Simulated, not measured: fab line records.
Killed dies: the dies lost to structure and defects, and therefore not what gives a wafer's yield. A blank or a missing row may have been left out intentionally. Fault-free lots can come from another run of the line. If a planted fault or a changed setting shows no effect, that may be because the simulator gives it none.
Chamber matching ; flow sky130 ; 4 sister chambers for SKY_LI_CONTACT_CMP_02 on cmp-01
The step polishes PSG. 8 wafers are shown with their chamber, then 11 later ones without.

WAFERS PAIRED WITH THEIR CHAMBERS
wafer;chamber;time_to_endpoint_s (s);motor_current_A (A)
L078.2;0;31.7;13.6
L081.2;1;32.3;12.4
L084.4;1;30.3;13.3
L085.6;2;32.9;12.8
L086.2;3;33.7;13.0
L086.5;0;35.9;13.1
L086.6;3;36.5;13.1
L093.2;2;29.2;13.0

WAFERS MISSING THEIR CHAMBER
wafer;time_to_endpoint_s (s);motor_current_A (A)
L093.3;29.5;12.3
L093.5;31.4;12.6
L094.1;29.6;12.5
L094.2;28.5;12.4
L094.6;30.1;12.6
L095.1;31.0;13.1
L095.2;30.1;13.2
L095.3;28.6;13.1
L096.3;35.1;12.7
L096.4;27.8;12.6
L096.5;29.9;13.0

THE CHAMBER EACH PASSED THROUGH
wafer;from the rows above;in truth
L093.3;can't be placed: 1 or 2 or 3 or 0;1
L093.5;can't be placed: 1 or 2 or 3 or 0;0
L094.1;can't be placed: 1 or 2 or 3 or 0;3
L094.2;can't be placed: 1 or 2 or 3 or 0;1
L094.6;can't be placed: 1 or 2 or 3 or 0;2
L095.1;can't be placed: 2 or 1 or 0 or 3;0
L095.2;can't be placed: 2 or 1 or 0 or 3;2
L095.3;can't be placed: 2 or 1 or 0 or 3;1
L096.3;can't be placed: 3 or 1 or 2 or 0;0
L096.4;can't be placed: 2 or 1 or 0 or 3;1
L096.5;can't be placed: 2 or 1 or 0 or 3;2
0 of 11 placed correctly. These rows do not allow placing 11 (true chamber among the candidates in 11). Placed wrongly: 0.
How it was worked out, from the rows above alone: a wafer's distance from a chamber is the root of the sum, over the readings, of the square of ((its reading less the chamber's mean) divided by the reading's scatter). If the next closest chamber is less than 2 further off than the closest, the wafer can't be placed; otherwise it belongs to the closest. The mean given for a chamber averages the wafers shown for that chamber. The scatter: take each reading less its chamber's mean, square it, sum over the shown wafers, divide by the number of wafers less the number of chambers, and take the root.
